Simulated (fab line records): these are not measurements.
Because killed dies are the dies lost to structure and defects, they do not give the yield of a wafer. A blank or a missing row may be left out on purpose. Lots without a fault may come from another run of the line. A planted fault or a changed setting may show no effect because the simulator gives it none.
Matching of chambers ; flow gf180mcu ; GF_V4_ETCH_16 on rie-diel-03 has 4 sister chambers
The step etches BARC in N2/H2. 8 wafers are shown with their chamber, then 8 later ones without.

== WAFERS, EACH WITH ITS CHAMBER ==
wafer;chamber;drypump-motor-current-A (A);n2-flow-sccm (sccm)
L583.1;1;6.2;100.0
L588.4;1;6.1;99.9
L600.2;0;5.3;100.0
L600.3;2;5.5;100.6
L600.6;2;5.5;99.9
L601.5;3;5.7;99.5
L601.6;0;5.3;99.8
L604.1;3;5.8;99.8

== WAFERS WITHOUT THEIR CHAMBER ==
wafer;drypump-motor-current-A (A);n2-flow-sccm (sccm)
L604.5;5.8;100.2
L604.6;5.3;100.1
L605.2;5.8;100.2
L605.3;6.2;99.7
L605.5;5.7;100.1
L606.1;5.8;99.6
L606.5;5.5;100.3
L606.6;5.8;99.7

== WHICH CHAMBER EACH WENT THROUGH ==
wafer;from the rows above;in truth
L604.5;3;3
L604.6;0;0
L605.2;3;3
L605.3;1;1
L605.5;3;3
L606.1;3;3
L606.5;2;2
L606.6;3;3
Correctly placed: 8 of 8. From these rows, 0 cannot be placed. 0 placed wrongly.
How it was worked out, from the rows above alone: a wafer's distance from a chamber is the root of the sum, over the readings, of the square of ((its reading less the chamber's mean) divided by the reading's scatter). The wafer belongs to the nearest chamber; if the next one is less than 2 further off, it can't be placed. The mean given for a chamber averages the wafers shown for that chamber. The scatter is the square root of a quotient: the sum, over the shown wafers, of each reading's squared deviation from its chamber's mean, divided by wafers minus chambers.
